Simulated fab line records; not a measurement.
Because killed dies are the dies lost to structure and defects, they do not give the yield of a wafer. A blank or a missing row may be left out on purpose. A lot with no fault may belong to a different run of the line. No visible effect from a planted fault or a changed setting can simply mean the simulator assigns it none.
Check of tool commonality    flow sky130    12 lots and 36 wafers in the sample

== WHY IT WAS OPENED ==
At SKY_SD_N_RS_MEAS_16 the reading SD_N_RS is flagged on 3 of 12 lots. Wafers without a fault read 68.55 ohm/sq, standard deviation 0.1.
Rule: flag the lot when none of its wafers has a number, or when each of its wafers that has one lies beyond 4 standard deviations from that mean. All remaining lots are regarded as sound.

lot   measured      on             SD_N_RS (ohm/sq), wafer by wafer  flag
L762  day 27 16:20  film_metro-02  68.48 68.41 68.47                 
L763  day 27 20:40  film_metro-03  68.49 68.40 68.58                 
L765  day 29 01:03  film_metro-04  68.66 68.68 68.74                 
L766  day 29 06:20  film_metro-04  68.77 68.64 68.75                 
L767  day 29 12:09  film_metro-02  68.55 68.50 68.39                 
L769  day 30 08:11  film_metro-04  68.49 68.67 68.65                 
L776  day 32 17:55  film_metro-04  66.85 66.81 66.86                 FLAGGED
L777  day 33 01:43  film_metro-02  66.99 66.87 66.92                 FLAGGED
L778  day 33 03:55  film_metro-02  68.33 68.44 68.54                 
L779  day 33 12:35  film_metro-02  67.02 66.99 66.94                 FLAGGED
L780  day 34 05:01  film_metro-03  68.44 68.45 68.45                 
L782  day 34 14:52  film_metro-04  68.53 68.64 68.56                 
Average over the flagged lots: 66.92 ohm/sq; offset from the usual -1.63 ohm/sq, equal to -16 standard deviations.

== LOT BY LOT: THE TOOL USED ==
The record keeps 1 process step preceding the reading, out of 708 steps on the route. Cell contents, in order: the tool; ch with the chambers the sampled wafers went through; the start.
lot   flag     SKY_SD_N_RTA_14
L762           rtp_anneal-02 ch 0, day 27 16:10
L763           rtp_anneal-01 ch 0, day 27 20:28
L765           rtp_anneal-01 ch 0, day 29 00:52
L766           rtp_anneal-02 ch 0, day 29 06:10
L767           rtp_anneal-01 ch 0, day 29 11:58
L769           rtp_anneal-01 ch 0, day 30 07:59
L776  FLAGGED  rtp_anneal-01 ch 0, day 32 17:43
L777  FLAGGED  rtp_anneal-01 ch 0, day 33 01:32
L778           rtp_anneal-02 ch 0, day 33 03:43
L779  FLAGGED  rtp_anneal-01 ch 0, day 33 12:23
L780           rtp_anneal-02 ch 0, day 34 04:49
L782           rtp_anneal-02 ch 0, day 34 14:41
What the steps here do:
- SKY_SD_N_RTA_14: time 2 s.
- SKY_SD_N_RS_MEAS_16: measures by four-point-probe.

== FLAGGED AGAINST TOTAL, ONE TOOL AT A TIME (gauges that did the reading follow at the end) ==
step                 tool           lots run  flagged  share of the flagged lots  sound lots run after its first flagged lot
SKY_SD_N_RTA_14      rtp_anneal-01  7         3        all                        0
SKY_SD_N_RTA_14      rtp_anneal-02  5         0        none                       -
SKY_SD_N_RS_MEAS_16  film_metro-02  5         2        some                       1 (L778)
SKY_SD_N_RS_MEAS_16  film_metro-03  2         0        none                       -
SKY_SD_N_RS_MEAS_16  film_metro-04  5         1        some                       1 (L782)

== THE TABLE: WHAT IT ALLOWS ==
Rows of the table that ran each flagged lot: 1, that is rtp_anneal-01 at SKY_SD_N_RTA_14.
- rtp_anneal-01 at SKY_SD_N_RTA_14 ran 7 lots, 3 of them flagged. It ran its last sound lot, L769, at day 30 07:59 and its first flagged lot, L776, at day 32 17:43: a fault with its onset between the two fits. Its own readings lie more than 4 standard deviations out on every wafer of the flagged lots: wafer_temp_C_max.
What remains is a single tool, rtp_anneal-01 at SKY_SD_N_RTA_14.

== WHAT THE SIMULATOR HAD PUT IN ==
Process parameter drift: rtp_anneal-01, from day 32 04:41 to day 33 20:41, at SKY_SD_N_RTA_14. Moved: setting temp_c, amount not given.
Lots struck among those shown: L776, L777, L779. Same finding as the rule above.
